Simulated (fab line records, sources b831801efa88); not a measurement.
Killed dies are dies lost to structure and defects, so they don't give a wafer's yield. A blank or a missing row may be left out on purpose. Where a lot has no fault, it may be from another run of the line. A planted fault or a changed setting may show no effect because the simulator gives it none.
fab line records + flow sky130
[record]
- lots = 7
- wafers = 21
- lastDay = 50
route steps=708 shown SONOS_TUNNEL@158 SONOS_ONO@168 PAD_OPEN@708
lots that met no fault: taken from a fault-free run of the same line
startH: hours from the record's opening day to when the first of the lot's shown wafers began + waitH: hours from the lot's prior step to this one + " the same as in the row above + L1.1+2: a row that stands for several wafers + - either no value or no given start + * or withheld: withheld + < > ~ a bound
route shown NAME@n: a module of which the file shows steps, and the number in the route of the first + usual: mean/standard deviation of fault-free wafers + same: alike in all rows + chamber/n: place in a boat + sites: readings site by site + _std_site: the standard deviation of these + _edge_site: the outer-site mean with the inner-site mean subtracted + radiusMm: for every site, how far away it sits from the centre of the wafer + mask NAME#n: copy n + behind: the most recent tool/chamber to have shaped the wafer + hold: the reason the lot was held/the length of the hold in hours/how it ended + device: the n, p or np transistor that did not switch + end of line: at the end of the route, the tests of the same wafers + where a step has no rows: the recipe by itself + killed: the dies lost at the first sort to structure and to defects; this is not the yield of the wafer + map: shows each die of a wafer: x if killed, . if not, _ if none is there
set.NAME: the setting as run; set.NAME@STEP: as run at that earlier step + model.NAME: the simulator's own value behind a step, which no gauge read
certain route steps with their lots: each step a table, each wafer a row
[[steps]]
[step SKY_SONOS_TUNNEL_EXPOSE_04]
[recipe]
- maskId = TUNM
- na = 0.6
- sourceShape = conventional
- sigmaOuter = 0.6
- polarization = unpolarized
- targetCdNm = 410
- doseMj = 136
[step SKY_SONOS_TUNNEL_PEB_05]
[recipe]
- tempC = withheld
- timeS = *
- resist = NOVOLAK
[step SKY_SONOS_TUNNEL_DEVELOP_06]
[recipe]
- resist = NOVOLAK
- developer = TMAH
- developTimeS = 60
- devTempC = 23
[step SKY_SONOS_TUNNEL_CD_MEAS_07]
[recipe]
- targetCdNm = 410
[usual]
- cdNm = 409.6/2.2
| lot.wafer | tool     | chamber | startH | waitH | cdNm  |
|-----------|----------|---------|--------|-------|-------|
| L704.3    | cdSem-01 | -       | 269.34 | 0.1   | 408.0 |
| L704.4    | "        | -       | "      | "     | 409.1 |
| L704.6    | "        | -       | "      | "     | 409.0 |
| L708.2    | cdSem-02 | -       | 306.98 | 0.1   | 410.5 |
| L708.3    | "        | -       | "      | "     | 410.6 |
| L708.5    | "        | -       | "      | "     | 412.3 |
| L709.1    | cdSem-01 | -       | 307.55 | 0.1   | 411.0 |
| L709.4    | "        | -       | "      | "     | 412.0 |
| L709.6    | "        | -       | "      | "     | 409.7 |
| L710.1    | cdSem-01 | -       | 315.70 | 0.1   | 411.5 |
| L710.4    | "        | -       | "      | "     | 408.8 |
| L710.5    | "        | -       | "      | "     | 408.5 |
| L719.1    | cdSem-02 | -       | 409.90 | 0.1   | 409.5 |
| L719.2    | "        | -       | "      | "     | 412.4 |
| L719.6    | "        | -       | "      | "     | 411.2 |
| L722.2    | cdSem-02 | -       | 422.11 | 0.1   | 405.9 |
| L722.3    | "        | -       | "      | "     | 410.2 |
| L722.6    | "        | -       | "      | "     | 408.1 |
| L723.1    | cdSem-02 | -       | 424.14 | 0.1   | 411.4 |
| L723.3    | "        | -       | "      | "     | 411.2 |
| L723.6    | "        | -       | "      | "     | 409.9 |
[step SKY_SONOS_TUNNEL_OVL_MEAS_08]
[usual]
- SONOS_TUNNEL_OVL = 0.5/1.2
| lot.wafer | tool       | chamber | startH | waitH | SONOS_TUNNEL_OVL[nm] |
|-----------|------------|---------|--------|-------|----------------------|
| L704.3    | overlay-01 | -       | 269.43 | 0.1   | 0.4                  |
| L704.4    | "          | -       | "      | "     | 1.5                  |
| L704.6    | "          | -       | "      | "     | -0.6                 |
| L708.2    | overlay-02 | -       | 307.08 | 0.1   | 0.9                  |
| L708.3    | "          | -       | "      | "     | 1.6                  |
| L708.5    | "          | -       | "      | "     | -0.6                 |
| L709.1    | overlay-02 | -       | 307.67 | 0.1   | 0.9                  |
| L709.4    | "          | -       | "      | "     | -0.9                 |
| L709.6    | "          | -       | "      | "     | 1.2                  |
| L710.1    | overlay-01 | -       | 315.82 | 0.1   | -1.4                 |
| L710.4    | "          | -       | "      | "     | -2.0                 |
| L710.5    | "          | -       | "      | "     | -0.4                 |
| L719.1    | overlay-02 | -       | 410.02 | 0.1   | -0.2                 |
| L719.2    | "          | -       | "      | "     | -0.4                 |
| L719.6    | "          | -       | "      | "     | 0.5                  |
| L722.2    | overlay-01 | -       | 422.22 | 0.1   | 0.1                  |
| L722.3    | "          | -       | "      | "     | 1.3                  |
| L722.6    | "          | -       | "      | "     | 0.8                  |
| L723.1    | overlay-02 | -       | 424.26 | 0.1   | -0.8                 |
| L723.3    | "          | -       | "      | "     | -1.5                 |
| L723.6    | "          | -       | "      | "     | -1.5                 |
[step SKY_SONOS_TUNNEL_IMPLANT_09]
[recipe]
- species = B
- energyKev = 20
- doseCm2 = 1e+12
- tiltDeg = withheld
[step SKY_SONOS_TUNNEL_WET_ETCH_10]
[recipe]
- chemistry = dHF
- targetDepthNm = 14
- target = SiO2
- dilution = 100:1
- tempC = 25
- timeS = 280
[step SKY_SONOS_TUNNEL_STRIP_11]
[recipe]
- chemistry = SPM
- timeS = 600
- tempC = 130
[step SKY_SONOS_TUNNEL_TW_MEAS_12]
[usual]
- SONOS_TUNNEL_TW = 196.3/1.1
| lot.wafer | tool         | chamber | startH | waitH | SONOS_TUNNEL_TW |
|-----------|--------------|---------|--------|-------|-----------------|
| L704.3    | filmMetro-02 | -       | 269.90 | 0.0   | 195.7           |
| L704.4    | "            | -       | "      | "     | 195.9           |
| L704.6    | "            | -       | "      | "     | 196.1           |
| L708.2    | filmMetro-02 | -       | 307.57 | 0.0   | 194.1           |
| L708.3    | "            | -       | "      | "     | 194.0           |
| L708.5    | "            | -       | "      | "     | 194.4           |
| L709.1    | filmMetro-04 | -       | 308.15 | 0.0   | 197.8           |
| L709.4    | "            | -       | "      | "     | 196.8           |
| L709.6    | "            | -       | "      | "     | 197.0           |
| L710.1    | filmMetro-03 | -       | 316.27 | 0.0   | 196.7           |
| L710.4    | "            | -       | "      | "     | 195.5           |
| L710.5    | "            | -       | "      | "     | 196.2           |
| L719.1    | filmMetro-02 | -       | 410.47 | 0.0   | 195.8           |
| L719.2    | "            | -       | "      | "     | 195.6           |
| L719.6    | "            | -       | "      | "     | 195.4           |
| L722.2    | filmMetro-03 | -       | 422.67 | 0.0   | 197.0           |
| L722.3    | "            | -       | "      | "     | 196.8           |
| L722.6    | "            | -       | "      | "     | 196.5           |
| L723.1    | filmMetro-04 | -       | 424.71 | 0.0   | 198.5           |
| L723.3    | "            | -       | "      | "     | 198.4           |
| L723.6    | "            | -       | "      | "     | 197.8           |
[step SKY_SONOS_TUNNEL_CLEAN_13]
[recipe]
- chemistry = dHF
- timeS = 20
- dilution = 100:1
- dry = ipaMarangoni
[step SKY_SONOS_ONO_OXIDATION_00]
[recipe]
- tempC = 800
- ambient = O2
- idleTempC = 700
- rampUpCPerMin = 10
- rampDownCPerMin = 3
- stabiliseS = 600
- purgeS = 300
- targetThkA = 26
- oxTimeS = 1249
[step SKY_SONOS_ONO_THK_MEAS_01]
[recipe]
- reads = SiO2_of_SONOS_ONO_OXIDATION_00
[usual]
- SONOS_ONO_OXIDATION_THK = 2.62/0.061
| lot.wafer | tool         | chamber | startH | waitH | SONOS_ONO_OXIDATION_THK[nm] |
|-----------|--------------|---------|--------|-------|-----------------------------|
| L704.3    | filmMetro-03 | -       | 272.55 | 0.0   | 2.51                        |
| L704.4    | "            | -       | "      | "     | 2.50                        |
| L704.6    | "            | -       | "      | "     | 2.50                        |
| L708.2    | filmMetro-03 | -       | 309.24 | 0.0   | 2.56                        |
| L708.3    | "            | -       | "      | "     | 2.60                        |
| L708.5    | "            | -       | "      | "     | 2.55                        |
| L709.1    | filmMetro-01 | -       | 310.28 | 0.0   | 2.57                        |
| L709.4    | "            | -       | "      | "     | 2.60                        |
| L709.6    | "            | -       | "      | "     | 2.60                        |
| L710.1    | filmMetro-04 | -       | 318.57 | 0.0   | 2.70                        |
| L710.4    | "            | -       | "      | "     | 2.71                        |
| L710.5    | "            | -       | "      | "     | 2.68                        |
| L719.1    | filmMetro-01 | -       | 413.46 | 0.0   | 2.58                        |
| L719.2    | "            | -       | "      | "     | 2.61                        |
| L719.6    | "            | -       | "      | "     | 2.56                        |
| L722.2    | filmMetro-03 | -       | 424.69 | 0.0   | 2.58                        |
| L722.3    | "            | -       | "      | "     | 2.63                        |
| L722.6    | "            | -       | "      | "     | 2.61                        |
| L723.1    | filmMetro-04 | -       | 427.20 | 0.0   | 2.63                        |
| L723.3    | "            | -       | "      | "     | 2.68                        |
| L723.6    | "            | -       | "      | "     | 2.54                        |
[step SKY_SONOS_ONO_CVD_02]
[recipe]
- material = Si3N4
- precursor = DCS/NH3
- targetThkNm = 10.5
- tempC = 770
- timeS = 180
- pressureMtorr = 250
[usual]
- spikeTcLowerC = 772.1/1.4
- susceptorTempC = 770.0/0.36
| lot.wafer | tool     | chamber | startH | waitH | spikeTcLowerC | susceptorTempC | model.Si3N4_of_SONOS_ONO_CVD_02.thkNm |
|-----------|----------|---------|--------|-------|---------------|----------------|---------------------------------------|
| L704.3    | lpcvd-02 | 0       | 272.59 | 0.0   | 771.2         | 770.0          | 10.69                                 |
| L704.4    | "        | 0       | "      | "     | 772.0         | 769.8          | 10.54                                 |
| L704.6    | "        | 0       | "      | "     | 770.6         | 770.1          | 10.54                                 |
| L708.2    | lpcvd-02 | 1       | 310.65 | 1.4   | 773.4         | 770.1          | 5.889                                 |
| L708.3    | "        | 1       | "      | "     | 772.6         | 770.3          | 5.991                                 |
| L708.5    | "        | 1       | "      | "     | 773.4         | 770.5          | 5.773                                 |
| L709.1    | lpcvd-02 | 1       | 310.65 | 0.4   | 772.4         | 769.8          | 5.716                                 |
| L709.4    | "        | 1       | "      | "     | 774.1         | 769.7          | 5.825                                 |
| L709.6    | "        | 1       | "      | "     | 773.1         | 769.9          | 5.697                                 |
| L710.1    | lpcvd-02 | 1       | 319.06 | 0.5   | 771.9         | 770.5          | 5.829                                 |
| L710.4    | "        | 1       | "      | "     | 774.5         | 770.2          | 5.74                                  |
| L710.5    | "        | 1       | "      | "     | 773.3         | 769.8          | 5.741                                 |
| L719.1    | lpcvd-02 | 0       | 416.89 | 3.4   | 771.3         | 770.2          | 10.68                                 |
| L719.2    | "        | 0       | "      | "     | 771.2         | 770.0          | 10.6                                  |
| L719.6    | "        | 0       | "      | "     | 769.7         | 770.5          | 10.61                                 |
| L722.2    | lpcvd-02 | 1       | 424.74 | 0.0   | 771.9         | 769.8          | 10.57                                 |
| L722.3    | "        | 1       | "      | "     | 774.4         | 770.2          | 10.38                                 |
| L722.6    | "        | 1       | "      | "     | 773.4         | 770.3          | 10.51                                 |
| L723.1    | lpcvd-02 | 0       | 428.38 | 1.2   | 772.5         | 770.0          | 10.37                                 |
| L723.3    | "        | 0       | "      | "     | 770.8         | 770.2          | 10.2                                  |
| L723.6    | "        | 0       | "      | "     | 770.6         | 769.8          | 10.45                                 |
[step SKY_SONOS_ONO_THK_MEAS_03]
[recipe]
- reads = Si3N4_of_SONOS_ONO_CVD_02
[usual]
- SONOS_ONO_CVD_02_THK = 10.53/0.13
| lot.wafer | tool         | chamber | startH | waitH | hold                    | SONOS_ONO_CVD_02_THK[nm] |
|-----------|--------------|---------|--------|-------|-------------------------|--------------------------|
| L704.3    | filmMetro-01 | -       | 273.66 | 0.0   | -                       | 10.65                    |
| L704.4    | "            | -       | "      | "     | -                       | 10.51                    |
| L704.6    | "            | -       | "      | "     | -                       | 10.54                    |
| L709.1    | filmMetro-01 | -       | 311.70 | 0.0   | awaitDispo/0.2h/release | 5.74                     |
| L709.4    | "            | -       | "      | "     | awaitDispo/0.2h/release | 5.81                     |
| L709.6    | "            | -       | "      | "     | awaitDispo/0.2h/release | 5.73                     |
| L709.1    | filmMetro-01 | -       | 311.92 | 0.2   | -                       | 5.74                     |
| L709.4    | "            | -       | "      | "     | -                       | 5.83                     |
| L709.6    | "            | -       | "      | "     | -                       | 5.71                     |
| L708.2    | filmMetro-03 | -       | 311.71 | 0.0   | awaitDispo/0.2h/release | 5.91                     |
| L708.3    | "            | -       | "      | "     | awaitDispo/0.2h/release | 6.05                     |
| L708.5    | "            | -       | "      | "     | awaitDispo/0.2h/release | 5.78                     |
| L708.2    | filmMetro-03 | -       | 311.93 | 0.2   | -                       | 5.89                     |
| L708.3    | "            | -       | "      | "     | -                       | 5.99                     |
| L708.5    | "            | -       | "      | "     | -                       | 5.78                     |
| L710.1    | filmMetro-03 | -       | 320.11 | 0.0   | awaitDispo/0.2h/release | 5.83                     |
| L710.4    | "            | -       | "      | "     | awaitDispo/0.2h/release | 5.75                     |
| L710.5    | "            | -       | "      | "     | awaitDispo/0.2h/release | 5.77                     |
| L710.1    | filmMetro-03 | -       | 320.34 | 0.2   | -                       | 5.83                     |
| L710.4    | "            | -       | "      | "     | -                       | 5.70                     |
| L710.5    | "            | -       | "      | "     | -                       | 5.71                     |
| L719.1    | filmMetro-04 | -       | 418.47 | 0.0   | -                       | 10.65                    |
| L719.2    | "            | -       | "      | "     | -                       | 10.53                    |
| L719.6    | "            | -       | "      | "     | -                       | 10.58                    |
| L722.2    | filmMetro-04 | -       | 425.80 | 0.0   | -                       | 10.57                    |
| L722.3    | "            | -       | "      | "     | -                       | 10.37                    |
| L722.6    | "            | -       | "      | "     | -                       | 10.49                    |
| L723.1    | filmMetro-01 | -       | 429.43 | 0.0   | -                       | 10.41                    |
| L723.3    | "            | -       | "      | "     | -                       | 10.26                    |
| L723.6    | "            | -       | "      | "     | -                       | 10.42                    |
[step SKY_PAD_OPEN_PROBE_99]
[usual]
- killed_at_M0_to_M3 = 44/6.9
- killed_at_M4_up = 3.2/1.8
- killedAtContacts = 23/5.2
- killedAtFrontEnd = 15/4.5
- killedAtOther = 0.3/0.56
- killedDies = 85/8.8
- killedOpen = 47/6.7
- killedShort = 39/6.4
[same]
- grossDies = 492
- killedAtBackSide = 0
| lot.wafer | tool      | chamber | startH  | waitH | killed_at_M0_to_M3 | killed_at_M4_up | killedAtContacts | killedAtFrontEnd | killedAtOther | killedDies | killedOpen | killedShort | model.etest.sonosUncharged.rOnOhmUm | model.etest.sonosErased.driveUaUm | model.etest.capOno.gateLog10ACm2 | model.etest.capOno.gateBvV | model.etest.capOno.toxAccNm | model.etest.sonosBaked.vtLessV | model.etest.sonosBaked.vtV | model.etest.sonosErased.vtV |
|-----------|-----------|---------|---------|-------|--------------------|-----------------|------------------|------------------|---------------|------------|------------|-------------|-------------------------------------|-----------------------------------|----------------------------------|----------------------------|-----------------------------|--------------------------------|----------------------------|-----------------------------|
| L704.3    | prober-01 | -       | 1090.98 | 0.2   | 42                 | 4               | 26               | 9                | 0             | 81         | 44         | 37          | 800.5                               | 183.7                             | -8.04                            | 15.99                      | 13                          | -0.4725                        | 0.885                      | -2.284                      |
| L704.4    | prober-01 | -       | 1091.03 | 0.2   | 32                 | 2               | 32               | 8                | 1             | 75         | 45         | 30          | 805.6                               | 194.5                             | -7.921                           | 16.4                       | 12.92                       | -0.5514                        | 0.8702                     | -2.322                      |
| L704.6    | prober-01 | -       | 1091.13 | 0.2   | 40                 | 6               | 28               | 8                | 0             | 82         | 46         | 36          | 792.5                               | 236                               | -7.949                           | 16.41                      | 12.85                       | -0.5027                        | 0.9153                     | -2.389                      |
| L709.1    | prober-01 | -       | 1117.30 | 0.1   | 40                 | 5               | 16               | 20               | 1             | 82         | 42         | 40          | 730.3                               | 186.5                             | -5.098                           | 14.2                       | 10.68                       | -0.8246                        | 0.5512                     | -2.148                      |
| L709.4    | prober-01 | -       | 1117.45 | 0.2   | 45                 | 2               | 18               | 21               | 1             | 87         | 53         | 34          | 745.1                               | 193.2                             | -5.298                           | 14.39                      | 10.8                        | -0.7711                        | 0.6566                     | -2.174                      |
| L709.6    | prober-01 | -       | 1117.55 | 0.2   | 34                 | 4               | 16               | 19               | 0             | 73         | 36         | 37          | 734.1                               | 183.5                             | -5.151                           | 14.31                      | 10.72                       | -0.7604                        | 0.5932                     | -2.11                       |
| L708.2    | prober-02 | -       | 1119.57 | 0.1   | 44                 | 6               | 15               | 18               | 0             | 83         | 36         | 47          | 755.9                               | 207.8                             | -5.155                           | 14.13                      | 10.73                       | -0.8436                        | 0.6168                     | -2.216                      |
| L708.3    | prober-02 | -       | 1119.62 | 0.2   | 52                 | 6               | 24               | 13               | 0             | 95         | 56         | 39          | 745.5                               | 223.5                             | -5.311                           | 14.46                      | 10.9                        | -0.8343                        | 0.6575                     | -2.254                      |
| L708.5    | prober-02 | -       | 1119.72 | 0.2   | 45                 | 2               | 24               | 21               | 0             | 92         | 50         | 42          | 763.1                               | 200.3                             | -5.345                           | 14.37                      | 10.95                       | -0.8338                        | 0.6168                     | -2.176                      |
| L710.1    | prober-01 | -       | 1128.90 | 0.1   | 35                 | 3               | 26               | 11               | 0             | 75         | 39         | 36          | 729.6                               | 200.3                             | -5.424                           | 13.9                       | 10.89                       | -0.7522                        | 0.6647                     | -2.14                       |
| L710.4    | prober-01 | -       | 1129.05 | 0.2   | 45                 | 2               | 29               | 11               | 1             | 88         | 52         | 36          | 742.7                               | 199.5                             | -5.245                           | 14.09                      | 10.77                       | -0.7773                        | 0.6041                     | -2.112                      |
| L710.5    | prober-01 | -       | 1129.10 | 0.2   | 37                 | 4               | 25               | 18               | 0             | 84         | 46         | 38          | 742.2                               | 197.1                             | -5.257                           | 14.39                      | 10.82                       | -0.7132                        | 0.6625                     | -2.086                      |
| L719.1    | prober-02 | -       | 1187.91 | 0.1   | 42                 | 6               | 30               | 10               | 0             | 88         | 41         | 47          | 836.7                               | 183.9                             | -8.172                           | 16.67                      | 13.04                       | -0.4964                        | 0.8835                     | -2.23                       |
| L719.2    | prober-02 | -       | 1187.96 | 0.1   | 44                 | 4               | 25               | 12               | 0             | 85         | 47         | 38          | 804                                 | 165.2                             | -8.242                           | 16.91                      | 13.06                       | -0.4718                        | 0.8782                     | -2.201                      |
| L719.6    | prober-02 | -       | 1188.16 | 0.2   | 42                 | 3               | 37               | 19               | 1             | 102        | 57         | 45          | 813.2                               | 156.1                             | -8.259                           | 17.31                      | 13.14                       | -0.4321                        | 0.8967                     | -2.15                       |
| L722.2    | prober-01 | -       | 1189.56 | 0.1   | 48                 | 7               | 23               | 21               | 0             | 99         | 66         | 33          | 792.9                               | 198.8                             | -7.932                           | 16.32                      | 12.9                        | -0.4912                        | 0.9649                     | -2.304                      |
| L722.3    | prober-01 | -       | 1189.61 | 0.2   | 50                 | 3               | 14               | 18               | 0             | 85         | 39         | 46          | 812.5                               | 207                               | -7.913                           | 16.36                      | 12.86                       | -0.5161                        | 0.9633                     | -2.306                      |
| L722.6    | prober-01 | -       | 1189.76 | 0.2   | 24                 | 1               | 21               | 25               | 1             | 72         | 36         | 36          | 806.5                               | 195.7                             | -7.926                           | 16.4                       | 12.85                       | -0.5246                        | 0.9689                     | -2.291                      |
| L723.1    | prober-02 | -       | 1197.41 | 0.1   | 42                 | 3               | 21               | 15               | 0             | 81         | 35         | 46          | 827.8                               | 157.1                             | -8.153                           | 16.58                      | 13.01                       | -0.4068                        | 0.9856                     | -2.191                      |
| L723.3    | prober-02 | -       | 1197.51 | 0.2   | 41                 | 3               | 20               | 23               | 0             | 87         | 51         | 36          | 823.7                               | 200.5                             | -7.899                           | 16.02                      | 12.85                       | -0.5111                        | 0.9672                     | -2.309                      |
| L723.6    | prober-02 | -       | 1197.66 | 0.2   | 47                 | 5               | 20               | 10               | 0             | 82         | 42         | 40          | 850.4                               | 190.8                             | -7.971                           | 16.14                      | 12.88                       | -0.4721                        | 0.9761                     | -2.306                      |
// killed by level:class
L704.3 LI_CONTACT:geometricParticle:open=9 CONTACT:geometricParticle:open=9 VIA1:geometricParticle:short=9 VIA3:geometricParticle:open=8 VIA2:geometricParticle:open=5 CONTACT:geometricParticle:short=5 METAL1:geometricParticle:short=5 VIA1:geometricParticle:open=5
L704.4 CONTACT:geometricParticle:open=11 LI_CONTACT:geometricParticle:open=9 VIA1:geometricParticle:open=7 VIA3:geometricParticle:open=6 LI_CONTACT:geometricParticle:short=4 CONTACT:geometricParticle:short=4 VIA3:geometricParticle:short=4 FIELD_ISO:geometricParticle:open=3
L704.6 VIA1:geometricParticle:open=11 LI_CONTACT:geometricParticle:open=9 VIA3:geometricParticle:open=8 CONTACT:geometricParticle:open=7 METAL2:geometricParticle:short=5 LOCAL_INTERCONNECT:geometricParticle:short=5 VIA1:geometricParticle:short=5 CONTACT:geometricParticle:short=4
L709.1 VIA1:geometricParticle:open=13 VIA3:geometricParticle:open=7 FIELD_ISO:geometricParticle:open=5 POLY_GATE:geometricParticle:short=5 METAL4:geometricParticle:short=5 FIELD_ISO:geometricParticle:short=4 POLY_GATE:geometricParticle:open=4 CONTACT:geometricParticle:short=4
L709.4 VIA1:geometricParticle:open=11 VIA3:geometricParticle:open=9 CONTACT:geometricParticle:open=7 POLY_GATE:geometricParticle:open=6 LI_CONTACT:geometricParticle:open=6 FIELD_ISO:geometricParticle:short=5 VIA1:geometricParticle:short=5 METAL2:geometricParticle:short=5
L709.6 VIA3:geometricParticle:open=6 VIA1:geometricParticle:open=5 FIELD_ISO:geometricParticle:short=4 POLY_GATE:geometricParticle:short=4 LI_CONTACT:geometricParticle:short=4 LI_CONTACT:geometricParticle:open=4 VIA2:geometricParticle:open=4 VIA3:geometricParticle:short=4
L708.2 METAL2:geometricParticle:short=10 VIA1:geometricParticle:open=9 METAL3:geometricParticle:short=7 LOCAL_INTERCONNECT:geometricParticle:short=6 FIELD_ISO:geometricParticle:open=4 FIELD_ISO:geometricParticle:short=4 CONTACT:geometricParticle:open=4 VIA2:geometricParticle:open=4
L708.3 VIA1:geometricParticle:open=22 CONTACT:geometricParticle:open=8 LI_CONTACT:geometricParticle:open=6 METAL2:geometricParticle:short=6 VIA2:geometricParticle:open=5 VIA3:geometricParticle:open=5 METAL4:geometricParticle:short=5 FIELD_ISO:geometricParticle:open=4
L708.5 VIA1:geometricParticle:open=13 VIA1:geometricParticle:short=10 CONTACT:geometricParticle:open=9 FIELD_ISO:geometricParticle:short=6 FIELD_ISO:geometricParticle:open=5 LI_CONTACT:geometricParticle:open=5 LOCAL_INTERCONNECT:geometricParticle:short=5 VIA3:geometricParticle:open=4
L710.1 VIA1:geometricParticle:open=10 CONTACT:geometricParticle:open=8 LI_CONTACT:geometricParticle:open=7 POLY_GATE:geometricParticle:short=5 CONTACT:geometricParticle:short=5 VIA2:geometricParticle:open=5 LI_CONTACT:geometricParticle:short=4 METAL1:geometricParticle:short=4
L710.4 CONTACT:geometricParticle:open=11 VIA1:geometricParticle:open=10 LI_CONTACT:geometricParticle:open=8 METAL2:geometricParticle:short=8 VIA3:geometricParticle:open=7 POLY_GATE:geometricParticle:open=5 VIA2:geometricParticle:open=5 VIA2:geometricParticle:short=5
L710.5 CONTACT:geometricParticle:open=10 VIA1:geometricParticle:open=10 CONTACT:geometricParticle:short=7 FIELD_ISO:geometricParticle:open=6 METAL2:geometricParticle:short=5 SONOS_ONO:geometricParticle:open=4 LI_CONTACT:geometricParticle:open=4 VIA3:geometricParticle:short=4
L719.1 VIA2:geometricParticle:open=11 CONTACT:geometricParticle:short=10 CONTACT:geometricParticle:open=8 METAL1:geometricParticle:short=6 METAL4:geometricParticle:short=6 VIA1:geometricParticle:open=5 METAL2:geometricParticle:short=5 LI_CONTACT:geometricParticle:short=4
L719.2 VIA1:geometricParticle:open=11 CONTACT:geometricParticle:open=10 CONTACT:geometricParticle:short=9 VIA3:geometricParticle:open=8 VIA1:geometricParticle:short=7 VIA2:geometricParticle:open=6 FIELD_ISO:geometricParticle:short=4 LI_CONTACT:geometricParticle:open=4
L719.6 CONTACT:geometricParticle:open=17 LI_CONTACT:geometricParticle:open=9 VIA1:geometricParticle:open=8 VIA3:geometricParticle:open=7 CONTACT:geometricParticle:short=6 VIA1:geometricParticle:short=6 METAL2:geometricParticle:short=6 FIELD_ISO:geometricParticle:short=5
L722.2 VIA1:geometricParticle:open=20 CONTACT:geometricParticle:open=10 VIA3:geometricParticle:open=7 LOCAL_INTERCONNECT:geometricParticle:short=7 POLY_GATE:geometricParticle:open=6 VIA2:geometricParticle:open=6 POLY_GATE:geometricParticle:short=5 FIELD_ISO:geometricParticle:open=4
L722.3 VIA1:geometricParticle:open=14 VIA1:geometricParticle:short=9 POLY_GATE:geometricParticle:open=8 CONTACT:geometricParticle:open=6 FIELD_ISO:geometricParticle:short=5 METAL2:geometricParticle:short=5 METAL1:geometricParticle:short=5 CONTACT:geometricParticle:short=4
L722.6 POLY_GATE:geometricParticle:short=8 CONTACT:geometricParticle:open=7 LOCAL_INTERCONNECT:geometricParticle:short=6 VIA3:geometricParticle:open=6 FIELD_ISO:geometricParticle:short=5 FIELD_ISO:geometricParticle:open=4 METAL1:geometricParticle:short=4 VIA1:geometricParticle:open=4
L723.1 VIA1:geometricParticle:open=14 LOCAL_INTERCONNECT:geometricParticle:short=6 CONTACT:geometricParticle:short=6 VIA2:geometricParticle:open=6 FIELD_ISO:geometricParticle:short=5 POLY_GATE:geometricParticle:short=5 METAL2:geometricParticle:short=5 LI_CONTACT:geometricParticle:open=4
L723.3 VIA1:geometricParticle:open=10 CONTACT:geometricParticle:short=7 VIA3:geometricParticle:open=7 CONTACT:geometricParticle:open=6 LI_CONTACT:geometricParticle:open=5 METAL1:geometricParticle:short=5 METAL2:geometricParticle:short=5 FIELD_ISO:geometricParticle:open=4
L723.6 VIA3:geometricParticle:open=10 VIA1:geometricParticle:open=9 CONTACT:geometricParticle:short=8 VIA2:geometricParticle:open=6 LI_CONTACT:geometricParticle:open=5 METAL1:geometricParticle:short=5 POLY_GATE:geometricParticle:short=4 METAL2:geometricParticle:short=4
[[key]]
[firstSign]
- step = SKY_SONOS_ONO_THK_MEAS_03
- reading = visit
- direction = added
[effect]
- step = SKY_SONOS_ONO_THK_MEAS_03
- reading = SONOS_ONO_CVD_02_THK
- direction = down
- sigmas = 35
- usual = 10.53
- struck = 5.82
[modelEffect]
- step = SKY_SONOS_ONO_CVD_02
- value = Si3N4_of_SONOS_ONO_CVD_02.thkNm
- without = 10.56
- struck = 5.8
[modelEffect]
- step = SKY_PAD_OPEN_PROBE_99
- value = etest.sonosUncharged.rOnOhmUm
- without = 819
- struck = 743.2
metAt SKY_SONOS_ONO_CVD_02
struckWafers L708.2,L708.3,L708.5,L709.1,L709.4,L709.6,L710.1,L710.4,L710.5
testerLeftOut L708,L709,L710
onsetBetween 272.59 310.65
[fault]
- kind = processParameterDrift
- tool = lpcvd-02
- chamber = -
- onsetH = 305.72
- steps = SKY_SONOS_ONO_CVD_02
- channel = targetThkNm
- offset = -4.7605
- shape = step
- endH = 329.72
- actsIn = theseRecipesOnly
- stated = 10.5
// testerLeftOut: of these lots the tester's yield and bins aren't shown, on N5 and GAA mostly nor the transistor test; their killed dies are dies lost to structure and defects alone, not to doping, threshold or leakage, so they don't give the yield
